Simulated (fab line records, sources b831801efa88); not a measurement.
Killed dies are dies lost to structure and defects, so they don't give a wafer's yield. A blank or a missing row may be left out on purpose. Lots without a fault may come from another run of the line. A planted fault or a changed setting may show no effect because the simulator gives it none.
fab line records | flow sky130
record lots=24 wafers=72 last_day=50
route steps=708 shown CONTACT@411 METAL3@565 VIA3@585 METAL5@662
lots that met no fault: from a run of the same line without faults
start_h: hours from the record's first day to the start of the lot's first wafer shown | wait_h: hours since the lot's step before | " the same as in the row above | L1.1+2: a row that stands for several wafers | - no value, or no start given | * or withheld: withheld | < > ~ a bound
route shown NAME@n: a module of which the file shows steps, and the number in the route of the first | usual: mean/standard deviation of fault-free wafers | same: alike in all rows | chamber/n: place in a boat | sites: the reading at each site | _std_site: their standard deviation | _edge_site: outer sites' mean less inner sites' | radius_mm: how far each site lies from the wafer's centre | mask NAME#n: copy n | behind: the tool/chamber that last shaped the wafer | hold: why the lot was held/for how many hours/how that ended | device: the transistor (n, p or np) that didn't switch | end of line: the same wafers' tests at the end of the route | a step without rows: its recipe alone | killed: dies lost to structure and defects at the first sort, not the wafer's yield | map: a wafer's dies, x killed, . not, _ none there
set.NAME: the setting as run; set.NAME@STEP: as run at that earlier step | model.NAME: the simulator's own value behind a step, which no gauge read
steps of the route over a sample of lots; a table a step, a row a wafer
services: from which hour (start_h, from the record's first day; less than 0 if before it) a tool's chamber was out of use, for how many hours, and why
## steps
# step SKY_CONTACT_BOW_MEAS_05
# recipe mode=bow
# usual CONTACT_BOW=80/6.8
# columns lot.wafer tool chamber start_h wait_h CONTACT_BOW[um]
L074.2 film_metro-04 - 708.47 0.1 91
L074.3 " - " " 68
L074.6 " - " " 82
L075.3 film_metro-02 - 716.32 0.3 76
L075.5 " - " " 73
L075.6 " - " " 83
L076.1 film_metro-04 - 727.06 0.1 85
L076.3 " - " " 76
L076.4 " - " " 91
L077.2 film_metro-04 - 737.40 0.2 66
L077.4 " - " " 79
L077.6 " - " " 77
L079.2 film_metro-03 - 738.17 0.3 74
L079.3 " - " " 89
L079.6 " - " " 74
L078.3 film_metro-02 - 742.25 0.3 68
L078.4 " - " " 82
L078.5 " - " " 79
L081.2 film_metro-04 - 757.36 0.1 83
L081.3 " - " " 77
L081.6 " - " " 68
L080.2 film_metro-03 - 760.19 0.2 85
L080.3 " - " " 85
L080.4 " - " " 81
L082.2 film_metro-04 - 768.99 0.2 87
L082.3 " - " " 80
L082.5 " - " " 84
L083.2 film_metro-02 - 775.34 0.3 79
L083.3 " - " " 73
L083.4 " - " " 82
L084.1 film_metro-04 - 785.18 0.2 86
L084.4 " - " " 79
L084.5 " - " " 79
L085.2 film_metro-02 - 794.90 0.3 88
L085.3 " - " " 79
L085.4 " - " " 88
L086.3 film_metro-03 - 803.08 0.2 88
L086.5 " - " " 77
L086.6 " - " " 72
L087.1 film_metro-03 - 807.32 0.2 81
L087.4 " - " " 78
L087.6 " - " " 81
L088.2 film_metro-04 - 817.54 0.2 77
L088.3 " - " " 94
L088.5 " - " " 74
L089.2 film_metro-03 - 823.57 0.1 78
L089.4 " - " " 71
L089.6 " - " " 82
L090.1 film_metro-03 - 824.82 0.1 77
L090.2 " - " " 77
L090.4 " - " " 82
L091.2 film_metro-04 - 841.64 0.2 75
L091.4 " - " " 88
L091.6 " - " " 72
L092.2 film_metro-04 - 846.66 0.2 60
L092.4 " - " " 71
L092.6 " - " " 79
L093.1 film_metro-04 - 855.02 0.3 89
L093.5 " - " " 87
L093.6 " - " " 84
L094.1 film_metro-03 - 861.41 0.2 80
L094.3 " - " " 81
L094.4 " - " " 83
L095.1 film_metro-02 - 869.86 0.1 73
L095.4 " - " " 84
L095.5 " - " " 86
L096.1 film_metro-04 - 872.32 0.2 71
L096.3 " - " " 74
L096.4 " - " " 84
L097.2 film_metro-02 - 876.03 0.2 89
L097.4 " - " " 94
L097.5 " - " " 79
# step SKY_METAL3_DESCUM_15
# recipe chemistry=O2 source_power_w=150 bias_power_w=0 pressure_mtorr=10 temp_c=40 time_s=8
# usual drypump_motor_current_A=5.5/0.47 oes_product_au=1.000/0.007
# same bias_power_w=0 time_s=8
# columns lot.wafer tool chamber start_h wait_h drypump_motor_current_A oes_product_au rf_hours_counter_h
L074.2 rie_metal-02 1 900.89 0.0 4.9 0.998 15
L074.3 " 0 " " 5.4 0.985 -
L074.6 " 1 " " 4.8 1.010 -
L075.3 rie_metal-02 0 909.10 0.0 5.4 0.985 -
L075.5 " 0 " " 5.4 0.989 -
L075.6 " 0 " " 5.4 1.002 -
L076.1 rie_metal-03 0 918.96 0.0 5.2 0.991 11
L076.3 " 1 " " 6.3 0.985 -
L076.4 " 0 " " 5.2 0.993 -
L077.2 rie_metal-01 0 927.56 0.0 5.5 1.003 10
L077.4 " 0 " " 5.5 1.006 -
L077.6 " 1 " " 5.3 1.010 -
L079.2 rie_metal-03 0 928.04 0.0 5.2 0.995 12
L079.3 " 1 " " 6.3 1.001 -
L079.6 " 1 " " 6.3 0.998 -
L078.3 rie_metal-03 0 931.50 0.0 5.2 1.007 -
L078.4 " 1 " " 6.3 0.995 -
L078.5 " 0 " " 5.2 0.986 -
L081.2 rie_metal-02 1 947.01 0.0 4.8 1.002 18
L081.3 " 0 " " 5.4 0.991 -
L081.6 " 0 " " 5.4 0.986 -
L080.2 rie_metal-01 0 949.96 0.0 5.5 1.009 12
L080.3 " 0 " " 5.5 1.004 -
L080.4 " 1 " " 5.4 1.004 -
L082.2 rie_metal-03 1 959.61 0.0 6.3 1.006 17
L082.3 " 1 " " 6.2 1.003 -
L082.5 " 1 " " 6.3 0.995 -
L083.2 rie_metal-03 1 963.86 0.0 6.3 0.995 17
L083.3 " 0 " " 5.2 0.995 -
L083.4 " 1 " " 6.3 1.000 -
L084.1 rie_metal-02 1 972.68 0.0 4.8 0.992 19
L084.4 " 1 " " 4.8 1.003 -
L084.5 " 0 " " 5.4 1.002 -
L085.2 rie_metal-03 1 981.49 0.0 6.3 1.016 18
L085.3 " 1 " " 6.2 1.010 -
L085.4 " 0 " " 5.2 1.008 -
L086.3 rie_metal-02 1 988.44 0.0 4.8 0.997 -
L086.5 " 1 " " 4.8 0.997 -
L086.6 " 0 " " 5.4 0.991 -
L087.1 rie_metal-01 0 992.63 0.0 5.5 0.997 14
L087.4 " 1 " " 5.3 1.000 -
L087.6 " 1 " " 5.3 0.999 -
L088.2 rie_metal-03 1 1004.43 0.0 6.3 0.998 19
L088.3 " 1 " " 6.2 1.004 -
L088.5 " 1 " " 6.2 1.006 -
L089.2 rie_metal-01 1 1007.38 0.0 5.4 1.005 12
L089.4 " 1 " " 5.3 1.009 -
L089.6 " 0 " " 5.5 1.003 -
L090.1 rie_metal-02 1 1009.53 0.0 4.8 1.004 21
L090.2 " 0 " " 5.4 0.995 3
L090.4 " 1 " " 4.8 0.997 -
L091.2 rie_metal-01 1 1022.86 0.0 5.4 1.000 12
L091.4 " 0 " " 5.5 1.015 -
L091.6 " 1 " " 5.4 1.003 -
L092.2 rie_metal-02 0 1028.08 0.0 5.4 0.999 5
L092.4 " 0 " " 5.4 0.999 -
L092.6 " 0 " " 5.4 1.000 -
L093.1 rie_metal-03 0 1036.63 0.0 5.2 1.006 18
L093.5 " 1 " " 6.3 1.003 -
L093.6 " 0 " " 5.2 1.000 -
L094.1 rie_metal-02 1 1038.88 0.0 4.8 0.998 23
L094.3 " 1 " " 4.8 1.004 -
L094.4 " 0 " " 5.4 0.999 -
L095.1 rie_metal-03 1 1048.86 0.0 6.3 1.005 22
L095.4 " 0 " " 5.2 1.001 -
L095.5 " 0 " " 5.2 0.991 -
L096.1 rie_metal-03 0 1051.84 0.0 5.2 0.990 19
L096.3 " 1 " " 6.3 0.998 -
L096.4 " 0 " " 5.2 0.994 -
L097.2 rie_metal-03 1 1053.06 0.0 6.3 1.001 23
L097.4 " 1 " " 6.2 1.009 -
L097.5 " 0 " " 5.2 0.997 -
# step SKY_METAL3_METAL_ETCH_18
# recipe target_depth_a=8450 stop_on=SiO2 over_etch_frac=0.3 time_s=183.1 chemistry=Cl2/BCl3 resist_sidewall_deg=88 pressure_mtorr=10 icp_w=900 bias_w=48.5 Cl2_flow_sccm=60 bcl3_flow_sccm=30
# usual drypump_motor_current_A=5.4/0.45 oes_product_au=0.867/0.0056 throttle_valve_pct=22.264/0.0086
# same time_s=183.1
# columns lot.wafer tool chamber start_h wait_h drypump_motor_current_A oes_product_au rf_hours_counter_h throttle_valve_pct
L074.2 rie_metal-03 1 901.04 0.0 6.2 0.866 14 22.263
L074.3 " 0 " " 5.3 0.865 - 22.263
L074.6 " 1 " " 6.3 0.874 - 22.260
L075.3 rie_metal-03 1 909.42 0.1 6.3 0.859 - 22.274
L075.5 " 1 " " 6.3 0.868 - 22.262
L075.6 " 0 " " 5.2 0.866 - 22.249
L076.1 rie_metal-02 1 919.10 0.0 4.8 0.864 16 22.261
L076.3 " 0 " " 5.4 0.874 - 22.250
L076.4 " 1 " " 4.8 0.861 - 22.251
L077.2 rie_metal-02 1 927.76 0.1 4.8 0.869 - 22.273
L077.4 " 1 " " 4.8 0.865 - 22.257
L077.6 " 1 " " 4.8 0.865 - 22.270
L079.2 rie_metal-01 1 928.19 0.0 5.4 0.878 7 22.265
L079.3 " 0 " " 5.5 0.869 - 22.263
L079.6 " 0 " " 5.5 0.867 - 22.259
L078.3 rie_metal-02 1 931.75 0.1 4.8 0.866 - 22.258
L078.4 " 1 " " 4.9 0.873 - 22.256
L078.5 " 1 " " 4.8 0.865 - 22.260
L081.2 rie_metal-01 0 947.16 0.0 5.5 0.860 11 22.271
L081.3 " 1 " " 5.3 0.857 - 22.266
L081.6 " 1 " " 5.4 0.863 - 22.259
L080.2 rie_metal-03 0 950.11 0.0 5.2 0.864 13 22.275
L080.3 " 0 " " 5.2 0.862 - 22.263
L080.4 " 1 " " 6.3 0.871 - 22.258
L082.2 rie_metal-01 1 959.76 0.0 5.4 0.876 9 22.263
L082.3 " 1 " " 5.3 0.862 - 22.255
L082.5 " 0 " " 5.5 0.866 - 22.270
L083.2 rie_metal-01 0 964.01 0.0 5.5 0.853 13 22.278
L083.3 " 0 " " 5.5 0.854 - 22.254
L083.4 " 1 " " 5.3 0.867 - 22.262
L084.1 rie_metal-03 0 972.83 0.0 5.2 0.863 14 22.285
L084.4 " 0 " " 5.2 0.863 - 22.254
L084.5 " 1 " " 6.3 0.860 - 22.257
L085.2 rie_metal-02 0 981.64 0.0 5.4 0.868 2 22.267
L085.3 " 1 " " 4.8 0.867 - 22.277
L085.4 " 0 " " 5.4 0.865 - 22.285
L086.3 rie_metal-01 1 988.64 0.1 5.4 0.865 - 22.266
L086.5 " 1 " " 5.4 0.871 - 22.276
L086.6 " 0 " " 5.5 0.875 - 22.267
L087.1 rie_metal-03 0 992.78 0.0 5.2 0.867 15 22.260
L087.4 " 1 " " 6.3 0.870 - 22.264
L087.6 " 1 " " 6.3 0.865 - 22.263
L088.2 rie_metal-01 1 1004.58 0.0 5.4 0.867 12 22.252
L088.3 " 1 " " 5.4 0.875 - 22.255
L088.5 " 0 " " 5.5 0.868 - 22.255
L089.2 rie_metal-03 1 1007.53 0.0 6.2 0.861 19 22.270
L089.4 " 0 " " 5.2 0.876 - 22.273
L089.6 " 0 " " 5.2 0.881 - 22.263
L090.1 rie_metal-03 1 1009.68 0.0 6.2 0.873 20 22.254
L090.2 " 0 " " 5.3 0.867 17 22.264
L090.4 " 0 " " 5.2 0.863 - 22.251
L091.2 rie_metal-02 1 1023.01 0.0 4.8 0.869 22 22.263
L091.4 " 1 " " 4.8 0.860 - 22.264
L091.6 " 1 " " 4.8 0.861 - 22.262
L092.2 rie_metal-03 0 1028.23 0.0 5.2 0.863 18 22.267
L092.4 " 0 " " 5.2 0.863 - 22.268
L092.6 " 0 " " 5.3 0.868 - 22.277
L093.1 rie_metal-01 1 1036.78 0.0 5.4 0.868 13 22.266
L093.5 " 0 " " 5.5 0.863 - 22.260
L093.6 " 1 " " 5.4 0.867 - 22.245
L094.1 rie_metal-03 0 1039.08 0.0 5.2 0.865 19 22.252
L094.3 " 1 " " 6.3 0.858 - 22.260
L094.4 " 0 " " 5.2 0.854 - 22.255
L095.1 rie_metal-01 1 1049.01 0.0 5.3 0.865 14 22.275
L095.4 " 1 " " 5.4 0.867 - 22.264
L095.5 " 0 " " 5.6 0.858 - 22.256
L096.1 rie_metal-02 0 1051.99 0.0 5.4 0.880 6 22.250
L096.3 " 1 " " 4.8 0.873 - 22.274
L096.4 " 0 " " 5.4 0.880 - 22.261
L097.2 rie_metal-02 0 1053.21 0.0 5.4 0.872 6 22.262
L097.4 " 1 " " 4.8 0.865 - 22.259
L097.5 " 1 " " 4.8 0.873 - 22.271
# step SKY_VIA3_CD_MEAS_12
# recipe target_cd_nm=200
# usual cd_nm=199.4/1.4
# columns lot.wafer tool chamber start_h wait_h cd_nm
L074.2 cd_sem-01 - 927.77 - 200.0
L074.3 " - " " 197.6
L074.6 " - " " 199.8
L075.3 cd_sem-01 - 935.84 - 200.9
L075.5 " - " " 200.0
L075.6 " - " " 199.1
L076.1 cd_sem-01 - 944.90 - 197.6
L076.3 " - " " 197.8
L076.4 " - " " 199.6
L077.2 cd_sem-01 - 953.90 - 197.6
L077.4 " - " " 198.3
L077.6 " - " " 197.8
L079.2 cd_sem-01 - 954.55 - 200.2
L079.3 " - " " 199.1
L079.6 " - " " 199.8
L078.3 cd_sem-02 - 958.37 - 198.7
L078.4 " - " " 199.8
L078.5 " - " " 199.9
L081.2 cd_sem-02 - 972.67 - 199.0
L081.3 " - " " 197.2
L081.6 " - " " 199.2
L080.2 cd_sem-02 - 976.47 - 199.5
L080.3 " - " " 199.9
L080.4 " - " " 200.1
L082.2 cd_sem-02 - 985.17 - 198.8
L082.3 " - " " 198.8
L082.5 " - " " 199.4
L083.2 cd_sem-01 - 989.26 - 202.9
L083.3 " - " " 200.6
L083.4 " - " " 201.4
L084.1 cd_sem-01 - 997.94 - 202.1
L084.4 " - " " 201.6
L084.5 " - " " 199.9
L085.2 cd_sem-02 - 1006.90 - 201.3
L085.3 " - " " 201.1
L085.4 " - " " 200.1
L086.3 cd_sem-02 - 1013.68 - 198.2
L086.5 " - " " 198.2
L086.6 " - " " 198.8
L087.1 cd_sem-01 - 1017.85 - 198.1
L087.4 " - " " 199.8
L087.6 " - " " 199.9
L088.2 cd_sem-01 - 1029.25 - 198.6
L088.3 " - " " 197.4
L088.5 " - " " 197.5
L089.2 cd_sem-01 - 1031.37 - 202.4
L089.4 " - " " 202.7
L089.6 " - " " 200.6
L090.1 cd_sem-02 - 1033.39 - 198.6
L090.2 " - " " 199.0
L090.4 " - " " 198.0
L091.2 cd_sem-01 - 1046.57 - 198.4
L091.4 " - " " 199.2
L091.6 " - " " 199.3
L092.2 cd_sem-02 - 1052.15 - 199.0
L092.4 " - " " 199.7
L092.6 " - " " 198.6
L093.1 cd_sem-02 - 1059.80 - 200.1
L093.5 " - " " 201.9
L093.6 " - " " 201.2
L094.1 cd_sem-02 - 1062.50 - 197.5
L094.3 " - " " 197.2
L094.4 " - " " 198.5
L095.1 cd_sem-01 - 1071.75 - 198.1
L095.4 " - " " 196.7
L095.5 " - " " 196.3
L096.1 cd_sem-01 - 1074.35 - 199.4
L096.3 " - " " 198.8
L096.4 " - " " 199.8
L097.2 cd_sem-01 - 1076.32 - 198.4
L097.4 " - " " 200.0
L097.5 " - " " 199.2
# step SKY_VIA3_CVD_21
# recipe material=W target_thk_nm=390 time_s=117.31 temp_c=400 pressure_torr=40
# usual heater_power_w=770/33 susceptor_temp_C=400.00/0.22
# same time_s=117.31
# columns lot.wafer tool chamber start_h wait_h heater_power_w susceptor_temp_C
L074.2 cvd_w-01 1 928.66 0.0 808 400.11
L074.3 " 0 " " 758 400.27
L074.6 " 1 " " 808 400.07
L075.3 cvd_w-02 0 936.75 0.1 747 399.73
L075.5 " 0 " " 741 400.09
L075.6 " 1 " " 747 400.13
L076.1 cvd_w-02 0 945.85 0.0 758 400.41
L076.3 " 1 " " 758 400.16
L076.4 " 0 " " 749 400.03
L077.2 cvd_w-02 0 954.86 0.0 739 400.09
L077.4 " 0 " " 765 399.74
L077.6 " 1 " " 737 399.83
L079.2 cvd_w-01 1 955.56 0.0 819 400.11
L079.3 " 1 " " 821 399.62
L079.6 " 0 " " 741 399.82
L078.3 cvd_w-02 1 959.32 0.1 764 399.86
L078.4 " 0 " " 746 400.23
L078.5 " 0 " " 772 399.86
L081.2 cvd_w-01 0 973.56 0.0 764 400.46
L081.3 " 1 " " 849 399.57
L081.6 " 1 " " 829 399.60
L080.2 cvd_w-01 0 977.36 0.0 755 399.99
L080.3 " 0 " " 762 399.80
L080.4 " 1 " " 822 399.83
L082.2 cvd_w-02 1 986.17 0.0 744 399.74
L082.3 " 1 " " 757 399.97
L082.5 " 0 " " 747 399.88
L083.2 cvd_w-02 1 990.15 0.0 758 400.16
L083.3 " 1 " " 765 400.05
L083.4 " 0 " " 755 399.87
L084.1 cvd_w-01 1 998.85 0.0 836 400.32
L084.4 " 1 " " 835 400.01
L084.5 " 1 " " 829 400.02
L085.2 cvd_w-02 0 1007.79 0.0 744 399.71
L085.3 " 0 " " 754 400.00
L085.4 " 1 " " 726 400.10
L086.3 cvd_w-02 1 1014.69 0.1 740 400.17
L086.5 " 1 " " 767 399.77
L086.6 " 0 " " 751 399.94
L087.1 cvd_w-01 0 1019.12 0.0 778 399.98
L087.4 " 0 " " 740 399.89
L087.6 " 1 " " 838 400.25
L088.2 cvd_w-02 0 1030.14 0.0 755 400.30
L088.3 " 1 " " 754 400.09
L088.5 " 1 " " 741 400.50
L089.2 cvd_w-02 0 1032.27 0.0 754 400.11
L089.4 " 1 " " 753 399.62
L089.6 " 0 " " 736 399.99
L090.1 cvd_w-02 1 1034.34 0.0 758 399.97
L090.2 " 0 " " 752 399.44
L090.4 " 1 " " 748 399.96
L091.2 cvd_w-02 1 1047.47 0.0 753 400.18
L091.4 " 1 " " 745 399.54
L091.6 " 0 " " 778 399.92
L092.2 cvd_w-01 0 1053.04 0.0 761 400.08
L092.4 " 0 " " 744 400.01
L092.6 " 0 " " 743 399.90
L093.1 cvd_w-01 0 1060.71 0.0 773 400.00
L093.5 " 0 " " 763 400.11
L093.6 " 1 " " 819 399.67
L094.1 cvd_w-02 0 1063.41 0.0 738 400.23
L094.3 " 1 " " 768 400.14
L094.4 " 0 " " 758 399.94
L095.1 cvd_w-02 1 1072.66 0.0 732 399.99
L095.4 " 1 " " 749 400.06
L095.5 " 0 " " 763 400.17
L096.1 cvd_w-01 1 1075.60 0.0 829 399.93
L096.3 " 0 " " 766 400.10
L096.4 " 1 " " 841 400.08
L097.2 cvd_w-01 1 1077.21 0.0 831 400.52
L097.4 " 1 " " 791 400.43
L097.5 " 0 " " 753 399.80
# step SKY_METAL5_SPUTTER_01
# recipe material=TiN target_thk_nm=20 power_w=6500 time_s=16.7 chamber_pressure_pa=0.4
# usual chamber_pressure_pa=0.3999/0.00083 throttle_valve_pct=29.6/0.88
# same time_s=16.7
# columns lot.wafer tool chamber start_h wait_h chamber_pressure_pa throttle_valve_pct
L074.2 pvd_sputter-02 - 1005.34 0.0 0.3993 29.7
L074.3 " - " " 0.4003 28.0
L074.6 " - " " 0.3984 29.4
L075.3 pvd_sputter-03 - 1013.85 0.0 0.4003 30.4
L075.5 " - " " 0.4019 29.4
L075.6 " - " " 0.4002 31.4
L076.1 pvd_sputter-03 - 1021.97 0.0 0.3991 29.6
L076.3 " - " " 0.4000 30.3
L076.4 " - " " 0.3989 29.6
L077.2 pvd_sputter-01 - 1030.89 0.0 0.4010 28.5
L077.4 " - " " 0.4007 29.6
L077.6 " - " " 0.3999 30.7
L079.2 pvd_sputter-03 - 1031.11 0.0 0.4002 31.4
L079.3 " - " " 0.3997 30.3
L079.6 " - " " 0.3994 30.1
L078.3 pvd_sputter-01 - 1034.41 0.0 0.4009 30.8
L078.4 " - " " 0.3995 29.7
L078.5 " - " " 0.3996 29.7
L081.2 pvd_sputter-03 - 1046.38 0.0 0.4011 29.7
L081.3 " - " " 0.3988 30.2
L081.6 " - " " 0.3986 29.7
L080.2 pvd_sputter-03 - 1050.94 0.0 0.3997 30.3
L080.3 " - " " 0.3994 29.3
L080.4 " - " " 0.3999 29.7
L082.2 pvd_sputter-01 - 1059.39 0.0 0.4003 29.9
L082.3 " - " " 0.3992 28.5
L082.5 " - " " 0.4009 30.5
L083.2 pvd_sputter-01 - 1063.03 0.0 0.4005 28.6
L083.3 " - " " 0.3987 30.3
L083.4 " - " " 0.4002 30.1
L084.1 pvd_sputter-01 - 1070.84 0.0 0.4000 30.7
L084.4 " - " " 0.4004 28.4
L084.5 " - " " 0.4004 28.4
L085.2 pvd_sputter-03 - 1077.95 0.0 0.4008 29.6
L085.3 " - " " 0.4009 30.3
L085.4 " - " " 0.3990 31.3
L086.3 pvd_sputter-02 - 1084.36 0.0 0.3995 28.0
L086.5 " - " " 0.3988 28.3
L086.6 " - " " 0.4001 29.6
L087.1 pvd_sputter-02 - 1088.92 0.0 0.3999 28.4
L087.4 " - " " 0.3999 28.2
L087.6 " - " " 0.3999 28.0
L088.2 pvd_sputter-03 - 1098.37 0.0 0.3998 31.2
L088.3 " - " " 0.3995 30.4
L088.5 " - " " 0.4003 29.9
L089.2 pvd_sputter-02 - 1100.42 0.0 0.4013 29.7
L089.4 " - " " 0.3994 29.4
L089.6 " - " " 0.3994 29.8
L090.1 pvd_sputter-02 - 1103.05 0.0 0.4009 29.2
L090.2 " - " " 0.4013 28.7
L090.4 " - " " 0.4001 29.8
L091.2 pvd_sputter-02 - 1114.60 0.0 0.3997 28.1
L091.4 " - " " 0.3990 28.8
L091.6 " - " " 0.3997 28.2
L092.2 pvd_sputter-01 - 1119.88 0.0 0.4008 30.5
L092.4 " - " " 0.4004 29.6
L092.6 " - " " 0.4010 29.5
L093.1 pvd_sputter-01 - 1125.85 0.0 0.3995 28.3
L093.5 " - " " 0.4001 29.8
L093.6 " - " " 0.4001 30.4
L094.1 pvd_sputter-02 - 1128.50 0.0 0.3992 28.7
L094.3 " - " " 0.4012 29.9
L094.4 " - " " 0.4004 29.6
L095.1 pvd_sputter-02 - 1135.95 0.0 0.4000 29.9
L095.4 " - " " 0.3992 28.1
L095.5 " - " " 0.3994 28.4
L096.1 pvd_sputter-02 - 1139.60 0.0 0.4014 29.3
L096.3 " - " " 0.3984 28.0
L096.4 " - " " 0.4006 29.8
L097.2 pvd_sputter-02 - 1140.94 0.0 0.3991 30.0
L097.4 " - " " 0.3981 29.9
L097.5 " - " " 0.3984 29.5
## services
# columns tool chamber start_h hours kind
cvd_w-02 0 881.27 8.7 repair
cvd_w-02 - 904.14 14.0 pm
rie_metal-02 1 908.73 5.3 repair
rie_metal-02 - 911.45 2.8 pm
rie_metal-01 1 920.42 2.7 repair
cvd_w-02 - 940.97 0.4 repair
pvd_sputter-03 - 942.61 3.5 repair
pvd_sputter-01 - 948.20 2.6 repair
pvd_sputter-02 - 957.48 0.6 repair
rie_metal-03 - 974.93 0.3 repair
rie_metal-01 - 975.51 2.8 pm
pvd_sputter-02 - 979.97 1.3 repair
rie_metal-01 - 1007.54 14.6 pm
cvd_w-01 - 1012.68 6.0 pm
cvd_w-01 0 1026.83 12.4 repair
pvd_sputter-03 - 1070.25 6.2 repair
cvd_w-02 0 1078.69 5.4 repair
rie_metal-03 1 1092.45 - clean
rie_metal-03 1 1092.45 11.9 scheduled_down
rie_metal-03 1 1092.45 11.9 vent_cycle
rie_metal-03 0 1110.67 19.9 repair
rie_metal-03 - 1113.81 2.8 pm
cvd_w-01 0 1124.81 4.3 repair
pvd_sputter-01 - 1134.96 0.5 repair
## key
fault none
